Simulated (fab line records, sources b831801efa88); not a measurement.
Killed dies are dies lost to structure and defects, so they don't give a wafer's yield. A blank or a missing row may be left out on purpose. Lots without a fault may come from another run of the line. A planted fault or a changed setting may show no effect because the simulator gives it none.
fab line records | flow sky130
record lots=6 wafers=18 last_day=50
route steps=708 shown METAL5@680 PASSIVATION@681 PAD_OPEN@694
lots that met no fault: from a run of the same line without faults
start_h: hours from the record's first day to the start of the lot's first wafer shown | wait_h: hours since the lot's step before | " the same as in the row above | L1.1+2: a row that stands for several wafers | - no value, or no start given | * or withheld: withheld | < > ~ a bound
route shown NAME@n: a module of which the file shows steps, and the number in the route of the first | usual: mean/standard deviation of fault-free wafers | same: alike in all rows | chamber/n: place in a boat | sites: the reading at each site | _std_site: their standard deviation | _edge_site: outer sites' mean less inner sites' | radius_mm: how far each site lies from the wafer's centre | mask NAME#n: copy n | behind: the tool/chamber that last shaped the wafer | hold: why the lot was held/for how many hours/how that ended | device: the transistor (n, p or np) that didn't switch | end of line: the same wafers' tests at the end of the route | a step without rows: its recipe alone | killed: dies lost to structure and defects at the first sort, not the wafer's yield | map: a wafer's dies, x killed, . not, _ none there
set.NAME: the setting as run; set.NAME@STEP: as run at that earlier step | model.NAME: the simulator's own value behind a step, which no gauge read
lots at some steps of the route; a table a step, a row a wafer
services: from which hour (start_h, from the record's first day; less than 0 if before it) a tool's chamber was out of use, for how many hours, and why
## steps
# step SKY_METAL5_CLEAN_19
# recipe chemistry=O3/DIW dry=n2_spin
# step SKY_PASSIVATION_CVD_00
# recipe material=SiO2 target_thk_nm=90 temp_c=400 time_s=withheld rf_w=600
# usual heater_power_w=645/89 rf_fwd_power_W=586.9/3
# columns lot.wafer tool chamber start_h wait_h heater_power_w rf_fwd_power_W
L290.3 pecvd-03 1 1030.35 0.0 823 583.9
L290.4 " 2 " " 672 591.5
L290.6 " 0 " " 627 586.1
L301.1 pecvd-02 1 1110.81 0.0 626 585.5
L301.3 " 2 " " 598 585.2
L301.6 " 1 " " 636 587.3
L307.2 pecvd-03 0 1140.76 0.0 643 585.9
L307.3 " 1 " " 884 583.7
L307.5 " 0 " " 620 584.9
L309.1 pecvd-03 1 1146.74 0.0 763 588.3
L309.4 " 2 " " 676 588.4
L309.5 " 1 " " 768 585.8
L310.1 pecvd-01 1 1150.04 0.0 698 588.7
L310.2 " 2 " " 480 586.1
L310.3 " 0 " " 691 586.0
L311.1 pecvd-03 1 1155.83 0.0 757 582.8
L311.2 " 2 " " 566 588.3
L311.5 " 1 " " 772 584.3
# step SKY_PASSIVATION_THK_MEAS_01
# recipe reads=SiO2_of_PASSIVATION_CVD_00
# usual PASSIVATION_CVD_00_THK=89.8/1.2
# columns lot.wafer tool chamber start_h wait_h PASSIVATION_CVD_00_THK[nm]
L290.3 film_metro-04 - 1030.40 - 89.0
L290.4 " - " " 92.2
L290.6 " - " " 90.7
L301.1 film_metro-01 - 1110.83 - 89.7
L301.3 " - " " 88.7
L301.6 " - " " 91.0
L307.2 film_metro-04 - 1140.79 - 89.5
L307.3 " - " " 88.7
L307.5 " - " " 91.6
L309.1 film_metro-02 - 1146.77 - 87.8
L309.4 " - " " 90.6
L309.5 " - " " 90.0
L310.1 film_metro-01 - 1150.06 - 88.5
L310.2 " - " " 89.8
L310.3 " - " " 89.6
L311.1 film_metro-01 - 1155.85 - 88.8
L311.2 " - " " 90.3
L311.5 " - " " 91.2
# step SKY_PASSIVATION_CVD_02
# recipe material=Si3N4 target_thk_nm=540 temp_c=400 time_s=withheld rf_w=450
# usual heater_power_w=670/71 rf_fwd_power_W=449.0/1.4
# columns lot.wafer tool chamber start_h wait_h heater_power_w rf_fwd_power_W
L290.3 pecvd-02 0 1030.44 0.0 577 449.8
L290.4 " 0 " " 619 451.7
L290.6 " 2 " " 698 449.1
L301.1 pecvd-03 2 1110.89 0.1 740 449.8
L301.3 " 0 " " 670 448.9
L301.6 " 0 " " 669 448.1
L307.2 pecvd-01 0 1140.84 0.0 679 448.0
L307.3 " 1 " " 686 448.1
L307.5 " 1 " " 734 447.7
L309.1 pecvd-01 1 1146.83 0.1 806 450.1
L309.4 " 2 " " 505 448.8
L309.5 " 0 " " 666 450.5
L310.1 pecvd-02 0 1150.12 0.1 579 448.8
L310.2 " 1 " " 649 449.9
L310.3 " 0 " " 602 448.9
L311.1 pecvd-01 2 1155.91 0.1 631 448.9
L311.2 " 0 " " 750 447.5
L311.5 " 0 " " 608 446.2
# step SKY_PASSIVATION_THK_MEAS_03
# recipe reads=Si3N4_of_PASSIVATION_CVD_02
# usual PASSIVATION_CVD_02_THK=537/6.7
# columns lot.wafer tool chamber start_h wait_h PASSIVATION_CVD_02_THK[nm]
L290.3 film_metro-04 - 1030.68 - 538
L290.4 " - " " 542
L290.6 " - " " 548
L301.1 film_metro-01 - 1111.22 - 531
L301.3 " - " " 540
L301.6 " - " " 541
L307.2 film_metro-01 - 1141.07 - 534
L307.3 " - " " 532
L307.5 " - " " 538
L309.1 film_metro-04 - 1147.05 - 528
L309.4 " - " " 537
L309.5 " - " " 541
L310.1 film_metro-04 - 1150.46 - 530
L310.2 " - " " 534
L310.3 " - " " 541
L311.1 film_metro-01 - 1156.14 - 537
L311.2 " - " " 533
L311.5 " - " " 533
# step SKY_PASSIVATION_DEHYDRATE_04
# recipe temp_c=200 time_s=60
# step SKY_PASSIVATION_HMDS_05
# recipe prime_time_s=60 prime_temp_c=120
# step SKY_PASSIVATION_COAT_06
# recipe spin_rpm=2049 resist_thk_nm=3000
# step SKY_PASSIVATION_SOFTBAKE_07
# recipe temp_c=110 time_s=withheld
# step SKY_PASSIVATION_EXPOSE_08
# recipe mask_id=NSM target_cd_nm=3000 na=0.57 dose_mj=260
# step SKY_PASSIVATION_PEB_09
# recipe temp_c=115 time_s=withheld
# step SKY_PASSIVATION_DEVELOP_10
# recipe develop_time_s=60 dev_temp_c=23
# step SKY_PASSIVATION_ETCH_11
# recipe chemistry=CF4/O2 target_depth_nm=725 stop_on=AlCu source_w=800 bias_w=150 pressure_mtorr=150 cf4_flow_sccm=80 O2_flow_sccm=10 time_s=161.1
# usual drypump_motor_current_A=5.7/0.46 oes_product_au=0.974/0.0073 rf_fwd_power_W=796.7/2.5 throttle_valve_pct=5.962/0.0096
# columns lot.wafer tool chamber start_h wait_h drypump_motor_current_A oes_product_au rf_fwd_power_W rf_hours_counter_h throttle_valve_pct model.coat_of_PASSIVATION_COAT_06.thk_nm
L290.3 rie_diel-03 1 1052.66 - 6.3 0.977 796.8 26 5.972 2477
L290.4 " 0 " " 5.3 0.986 796.7 17 5.969 2485
L290.6 " 0 " " 5.3 0.975 795.9 - 5.964 2500
L301.1 rie_diel-01 0 1131.21 - 5.8 0.972 796.6 10 5.981 2469
L301.3 " 1 " " 5.2 0.969 795.4 4 5.957 2473
L301.6 " 2 " " 6.3 0.987 798.3 - 5.965 2451
L307.2 rie_diel-01 0 1159.16 - 5.8 0.976 794.6 11 5.970 2327
L307.3 " 2 " " 6.3 0.972 794.0 9 5.960 2319
L307.5 " 3 " " 5.6 0.979 796.8 - 5.967 2366
L309.1 rie_diel-01 0 1164.59 - 5.8 0.981 792.9 11 5.950 2323
L309.4 " 2 " " 6.3 0.981 788.1 - 5.962 2317
L309.5 " 3 " " 5.7 0.991 795.2 - 5.950 2349
L310.1 rie_diel-03 2 1167.81 - 6.1 0.967 799.0 29 5.967 2480
L310.2 " 0 " " 5.3 0.968 801.0 22 5.964 2500
L310.3 " 1 " " 6.3 0.986 800.1 31 5.956 2489
L311.1 rie_diel-03 0 1172.89 - 5.3 0.976 795.8 22 5.965 2479
L311.2 " 3 " " 5.1 0.973 798.2 16 5.957 2490
L311.5 " 2 " " 6.1 0.969 797.4 - 5.948 2477
# step SKY_PASSIVATION_STRIP_12
# recipe chemistry=O2/N2 power_w=1400 pressure_mtorr=1500 platen_temp_c=withheld overash_fraction=0.7 o2_flow_sccm=3000 n2_flow_sccm=300
# usual drypump_motor_current_A=5.8/0.6 oes_product_au=0.661/0.0044 strip_time_to_endpoint_s=31.20/0.16
# columns lot.wafer tool chamber start_h wait_h drypump_motor_current_A oes_product_au rf_hours_counter_h strip_time_to_endpoint_s
L290.3 plasma_asher-03 1 1052.79 0.1 5.8 0.660 - 31.07
L290.4 " 0 " " 5.4 0.663 - 31.16
L290.6 " 1 " " 5.8 0.658 - 31.33
L301.1 plasma_asher-02 0 1131.31 0.1 6.1 0.664 39 30.95
L301.3 " 0 " " 6.1 0.663 - 31.02
L301.6 " 0 " " 6.1 0.666 - 30.73
L307.2 plasma_asher-02 1 1159.26 0.1 4.7 0.656 42 29.32
L307.3 " 0 " " 6.1 0.652 - 29.23
L307.5 " 1 " " 4.7 0.660 - 29.75
L309.1 plasma_asher-03 1 1164.70 0.1 5.8 0.662 67 29.28
L309.4 " 1 " " 5.8 0.665 - 29.21
L309.5 " 0 " " 5.5 0.652 - 29.59
L310.1 plasma_asher-04 1 1167.91 0.1 6.2 0.663 10 31.08
L310.2 " 0 " " 6.4 0.661 10 31.34
L310.3 " 0 " " 6.4 0.666 - 31.19
L311.1 plasma_asher-04 1 1173.00 0.1 6.2 0.661 11 31.07
L311.2 " 0 " " 6.4 0.660 11 31.21
L311.5 " 1 " " 6.2 0.666 - 31.07
# step SKY_PAD_OPEN_DEHYDRATE_00
# recipe temp_c=200 time_s=60
# step SKY_PAD_OPEN_PROBE_99
# usual defect_limited_yield=82.4/2 killed_at_M0_to_M3=43/6.6 killed_at_M4_up=3.0/1.7 killed_at_contacts=24/5.4 killed_at_front_end=16/4.6 killed_at_other=0.3/0.53 killed_dies=87/9.7 killed_open=47/7.3 killed_short=39/6.5 sort_bin_3_pad_short=0.9/0.41 sort_bin_5_function=10.4/1.4 sort_bin_6_memory=6.3/1.2 sort_n_pass=405/9.7 sort_yield_pct=82.4/2
# same gross_dies=492 killed_at_back_side=0 sort_bin_4_leakage[%]=0 sort_bin_8_speed[%]=0
# columns lot.wafer tool chamber start_h wait_h defect_limited_yield[%] killed_at_M0_to_M3 killed_at_M4_up killed_at_contacts killed_at_front_end killed_at_other killed_dies killed_open killed_short sort_bin_3_pad_short[%] sort_bin_5_function[%] sort_bin_6_memory[%] sort_n_pass sort_yield_pct[%]
L290.3 prober-02 - 1077.81 0.2 82.9 50 4 17 13 0 84 41 43 0.6 11.2 5.3 408 82.9
L290.4 prober-02 - 1077.86 0.2 82.5 47 2 20 17 0 86 54 32 0.6 10.0 6.9 406 82.5
L290.6 prober-02 - 1077.96 0.2 82.9 44 2 22 16 0 84 48 36 0.4 9.8 6.9 408 82.9
L301.1 prober-02 - 1152.18 0.1 83.5 36 3 20 22 0 81 44 37 0.8 9.6 6.1 411 83.5
L301.3 prober-02 - 1152.28 0.2 83.1 41 2 24 16 0 83 43 40 0.6 9.8 6.5 409 83.1
L301.6 prober-02 - 1152.43 0.2 80.1 44 3 30 20 1 98 52 46 0.6 12.8 6.5 394 80.1
# killed by level:class
L290.3 VIA1:geometric_particle:open=11 METAL2:geometric_particle:short=8 VIA3:geometric_particle:open=7 VIA1:geometric_particle:short=6 CONTACT:geometric_particle:open=5 CONTACT:geometric_particle:short=4 VIA2:geometric_particle:open=4 VIA2:geometric_particle:short=4
L290.4 VIA1:geometric_particle:open=17 CONTACT:geometric_particle:open=9 VIA3:geometric_particle:open=7 METAL1:geometric_particle:short=6 FIELD_ISO:geometric_particle:open=5 LI_CONTACT:geometric_particle:open=5 VIA2:geometric_particle:open=5 METAL2:geometric_particle:short=4
L290.6 VIA1:geometric_particle:open=11 CONTACT:geometric_particle:open=9 FIELD_ISO:geometric_particle:open=8 VIA2:geometric_particle:open=7 LOCAL_INTERCONNECT:geometric_particle:short=6 METAL2:geometric_particle:short=6 LI_CONTACT:geometric_particle:open=4 VIA1:geometric_particle:short=4
L301.1 CONTACT:geometric_particle:open=10 VIA1:geometric_particle:open=10 FIELD_ISO:geometric_particle:short=7 METAL2:geometric_particle:short=6 VIA3:geometric_particle:open=5 FIELD_ISO:geometric_particle:open=4 POLY_GATE:geometric_particle:short=4 POLY_GATE:geometric_particle:open=4
L301.3 CONTACT:geometric_particle:open=9 POLY_GATE:geometric_particle:short=7 VIA2:geometric_particle:short=7 VIA1:geometric_particle:open=7 LI_CONTACT:geometric_particle:open=6 VIA3:geometric_particle:open=6 VIA2:geometric_particle:open=5 METAL1:geometric_particle:short=3
L301.6 METAL1:geometric_particle:short=10 LI_CONTACT:geometric_particle:open=9 CONTACT:geometric_particle:open=9 VIA2:geometric_particle:open=8 FIELD_ISO:geometric_particle:short=5 VIA1:geometric_particle:open=5 POLY_GATE:geometric_particle:open=5 METAL1:geometric_particle:open=5
## services
# columns tool chamber start_h hours kind
plasma_asher-04 - 1009.51 4.9 repair
plasma_asher-02 - 1016.69 2.8 pm
rie_diel-03 0 1027.24 18.4 repair
pecvd-02 1 1031.80 4.6 repair
rie_diel-01 - 1044.88 0.6 repair
plasma_asher-04 - 1050.82 2.6 repair
pecvd-03 1 1051.47 72.3 repair
pecvd-02 - 1053.34 1.1 repair
plasma_asher-04 - 1055.25 9.0 pm
plasma_asher-04 0 1055.25 9.0 vent_cycle
rie_diel-01 - 1074.41 15.6 pm
pecvd-02 - 1076.95 5.5 pm
pecvd-02 0 1102.87 2.9 repair
plasma_asher-04 - 1102.90 0.6 repair
pecvd-01 - 1105.42 2.4 repair
rie_diel-03 2 1133.58 9.2 repair
rie_diel-03 3 1139.52 2.4 repair
plasma_asher-04 - 1139.99 2.8 pm
pecvd-02 2 1145.06 5.5 scheduled_down
rie_diel-03 1 1151.79 2.6 repair
pecvd-02 - 1155.79 14.6 pm
rie_diel-01 1 1164.40 4.4 repair
rie_diel-03 3 1165.88 5.7 repair
pecvd-02 0 1166.73 - calibration
## key
first_sign step=SKY_PASSIVATION_STRIP_12 reading=strip_time_to_endpoint_s direction=down sigmas=11 usual=* struck=*
effect none on later readings
model_effect step=SKY_PASSIVATION_ETCH_11 value=coat_of_PASSIVATION_COAT_06.thk_nm without=2485 struck=2333
met_at SKY_PASSIVATION_ETCH_11
struck_wafers L307.2,L307.3,L307.5,L309.1,L309.4,L309.5
onset_between 1131.21 1159.16
fault kind=process_parameter_drift tool=rie_diel-01 chamber=- onset_h=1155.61 steps=SKY_PASSIVATION_ETCH_11 channel=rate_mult offset=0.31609 shape=step end_h=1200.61
